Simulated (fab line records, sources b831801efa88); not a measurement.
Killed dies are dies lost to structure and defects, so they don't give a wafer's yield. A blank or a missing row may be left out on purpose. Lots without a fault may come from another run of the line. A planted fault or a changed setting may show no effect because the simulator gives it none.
A struck lot beside a sound one | flow sky130 | 15 steps out of a route of 708
Sound: wafers L399.1, L399.4, L399.6. Struck: wafers L413.1, L413.4, L413.6. The cause comes at the end.
At each step with rows: each side's tool, then ch and its chambers, then its first start. Under that, the readings that differ: sound wafers | struck wafers | difference of the means | sigmas: that difference in standard deviations of wafers without a fault.
alike: readings whose means differ by less than 2 such deviations, and words and numbers that are the same on both sides. not compared: withheld readings, readings that some wafer has no value for, bounds like >300 that may hide the same value, and numbers for which the record gives no deviation and whose values overlap.
The two part at a step that has a row with sigmas, a row that says differs or no value, or rows on one side only. Numbers that don't overlap but have no deviation are shown without sigmas and don't part them. A reading that every wafer of one side lacks parts them only if that side has two wafers or more.

first, 1 step without rows for these wafers: SKY_LDD_N_IMPLANT_15.
SKY_LDD_N_STRIP_16: strips in O2/N2.
  sound on plasma_asher-02 ch 0,1, day 19 17:35; struck on plasma_asher-03 ch 1, day 24 00:31
  alike: drypump_motor_current_A, oes_product_au, strip_time_to_endpoint_s
  not compared: rf_hours_counter_h
SKY_LDD_N_TW_MEAS_17:
  sound on film_metro-04, day 19 17:41; struck on film_metro-04, day 24 00:37
  alike: LDD_N_TW
then, 7 steps without rows for these wafers: SKY_LDD_P_DEHYDRATE_00 (time 60 s); SKY_LDD_P_HMDS_01 (prime time 60 s); SKY_LDD_P_COAT_02 (resist thk 1140 nm); SKY_LDD_P_SOFTBAKE_03 (time 60 s); SKY_LDD_P_EXPOSE_04 (exposes mask PSDM, target cd 380 nm); SKY_LDD_P_PEB_05; SKY_LDD_P_DEVELOP_06 (develop time 60 s).
SKY_LDD_P_CD_MEAS_07: target cd 380 nm.
  sound on cd_sem-01, day 20 23:55; struck on cd_sem-01, day 25 05:46
  alike: cd_nm
SKY_LDD_P_OVL_MEAS_08:
  sound on overlay-02, day 21 00:02; struck on overlay-02, day 25 05:53
  alike: LDD_P_OVL
SKY_LDD_P_IMPLANT_09:
  sound on implanter-02 ch 0, day 21 00:05; struck on implanter-02 ch 0, day 25 05:56
  reading                   | sound                | struck               | difference | sigmas
  beam_energy_keV           | 24.990 24.983 24.986 | 26.577 26.573 26.578 | +1.590     | +99 or more
  model.implant.rp_nm (nm)  | 21.16 21.16 21.16    | 21.34 21.34 21.34    | +0.18      |
  model.implant.drp_nm (nm) | 11.41 11.41 11.41    | 11.91 11.91 11.91    | +0.50      |
  alike: beam_on_s
SKY_LDD_P_STRIP_10: strips in O2/N2.
  sound on plasma_asher-04 ch 1, day 21 00:14; struck on plasma_asher-03 ch 1, day 25 06:05
  alike: drypump_motor_current_A, oes_product_au, strip_time_to_endpoint_s
  not compared: rf_hours_counter_h
-- the record jumps here: 25 days lie between the struck wafers' starts before and after (it left off in module LDD_P and takes up again in module PAD_OPEN, whose first step shown is number 708 of the route) --
SKY_PAD_OPEN_PROBE_99:
  the record has rows for the struck wafers here (prober-02, day 50 01:31) and none for the sound ones

WHERE THEY PART
First at SKY_LDD_P_IMPLANT_09; last, within this record, at SKY_PAD_OPEN_PROBE_99.

WHY: what the simulator had put in
Process parameter drift: implanter-02, from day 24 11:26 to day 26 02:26, at SKY_LDD_P_IMPLANT_09. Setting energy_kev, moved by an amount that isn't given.
